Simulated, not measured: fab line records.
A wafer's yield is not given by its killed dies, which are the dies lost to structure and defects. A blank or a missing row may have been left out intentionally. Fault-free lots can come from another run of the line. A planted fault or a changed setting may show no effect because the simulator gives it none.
Shared-tool check | flow gf180mcu | 13 lots, 39 wafers sampled

REASON IT WAS OPENED
1 of 13 lots carry a flag on the reading VT_IMPLANT_3_TW at GF_VT_IMPLANT_TW_MEAS_32. No-fault wafers: 268.1, standard deviation 2.5.
Rule: a lot gets a flag if all its wafers with a number sit over 4 standard deviations from that mean, or if no wafer of it has a number. The other lots count as sound.

lot  | measured     | on            | VT_IMPLANT_3_TW, wafer by wafer | flag
L151 | day 7 00:04  | film-metro-04 | 271.0 272.6 271.5               |
L152 | day 7 07:53  | film-metro-02 | 265.3 267.0 265.8               |
L154 | day 7 17:26  | film-metro-01 | 269.1 265.9 269.8               |
L155 | day 8 00:34  | film-metro-01 | 265.2 266.5 266.8               |
L161 | day 9 13:32  | film-metro-02 | 267.0 267.1 267.2               |
L164 | day 10 11:53 | film-metro-04 | 30.2 30.3 30.4                  | FLAGGED
L166 | day 10 23:56 | film-metro-01 | 266.2 265.9 266.1               |
L167 | day 11 02:28 | film-metro-04 | 272.4 271.2 272.0               |
L168 | day 11 11:19 | film-metro-04 | 269.9 270.3 269.1               |
L169 | day 11 18:16 | film-metro-01 | 266.0 267.4 266.6               |
L170 | day 12 00:19 | film-metro-01 | 266.7 265.4 265.3               |
L172 | day 12 15:59 | film-metro-02 | 266.3 267.6 267.0               |
L174 | day 13 02:23 | film-metro-04 | 271.3 270.0 270.7               |
The mean of the flagged lots' numbers is 30.3, -237.8 from the usual (-95 standard deviations).

WHICH TOOL RAN EACH LOT
The record keeps 1 process step preceding the reading, out of 602 steps on the route. Each cell gives the tool, then ch followed by the chambers the sampled wafers passed through, then the start.
lot  | flag    | GF_VT_IMPLANT_EXPOSE_26
L151 |         | iline-stepper-01 ch 0, day 6 16:36
L152 |         | iline-stepper-01 ch 0, day 7 00:25
L154 |         | iline-stepper-02 ch 0, day 7 08:53
L155 |         | iline-stepper-01 ch 0, day 7 16:58
L161 |         | iline-stepper-01 ch 0, day 9 05:11
L164 | FLAGGED | iline-stepper-02 ch 0, day 10 02:52
L166 |         | iline-stepper-02 ch 0, day 10 15:11
L167 |         | iline-stepper-02 ch 0, day 10 18:31
L168 |         | iline-stepper-02 ch 0, day 11 02:46
L169 |         | iline-stepper-02 ch 0, day 11 07:44
L170 |         | iline-stepper-01 ch 0, day 11 14:28
L172 |         | iline-stepper-02 ch 0, day 12 04:55
L174 |         | iline-stepper-02 ch 0, day 12 17:12
What the steps here do:
- GF_VT_IMPLANT_EXPOSE_26: exposes mask LVPWELL HV AREA, target cd 860 nm.
- GF_VT_IMPLANT_TW_MEAS_32

FLAGGED OVER TOTAL, TOOL BY TOOL (the gauges that took the reading come last)
step                     | tool             | lots run | flagged | share of the flagged lots | sound lots run after its first flagged lot
GF_VT_IMPLANT_EXPOSE_26  | iline-stepper-01 | 5        | 0       | none                      | -
GF_VT_IMPLANT_EXPOSE_26  | iline-stepper-02 | 8        | 1       | all                       | 6 (L166,L167,L168,L169,L172,L174)
GF_VT_IMPLANT_TW_MEAS_32 | film-metro-01    | 5        | 0       | none                      | -
GF_VT_IMPLANT_TW_MEAS_32 | film-metro-02    | 3        | 0       | none                      | -
GF_VT_IMPLANT_TW_MEAS_32 | film-metro-04    | 5        | 1       | all                       | 3 (L167,L168,L174)

WHAT IS ALLOWED BY THE TABLE
iline-stepper-02 at GF_VT_IMPLANT_EXPOSE_26 and film-metro-04 at GF_VT_IMPLANT_TW_MEAS_32 are the 2 rows of the table that ran each flagged lot.
- iline-stepper-02 at GF_VT_IMPLANT_EXPOSE_26 ran 8 lots, 1 of them flagged. Sound lots ran on it after the first flagged one (L166, L167, L168, L169, L172, L174), which a lasting fault on the whole tool wouldn't allow.
- film-metro-04 at GF_VT_IMPLANT_TW_MEAS_32 ran 5 lots, 1 of them flagged. Sound lots ran on it after the first flagged one (L167, L168, L174), which a lasting fault on the whole tool wouldn't allow.
No row of the table ran every flagged lot and no sound lot after the first.

WHAT WAS PUT IN BY THE SIMULATOR
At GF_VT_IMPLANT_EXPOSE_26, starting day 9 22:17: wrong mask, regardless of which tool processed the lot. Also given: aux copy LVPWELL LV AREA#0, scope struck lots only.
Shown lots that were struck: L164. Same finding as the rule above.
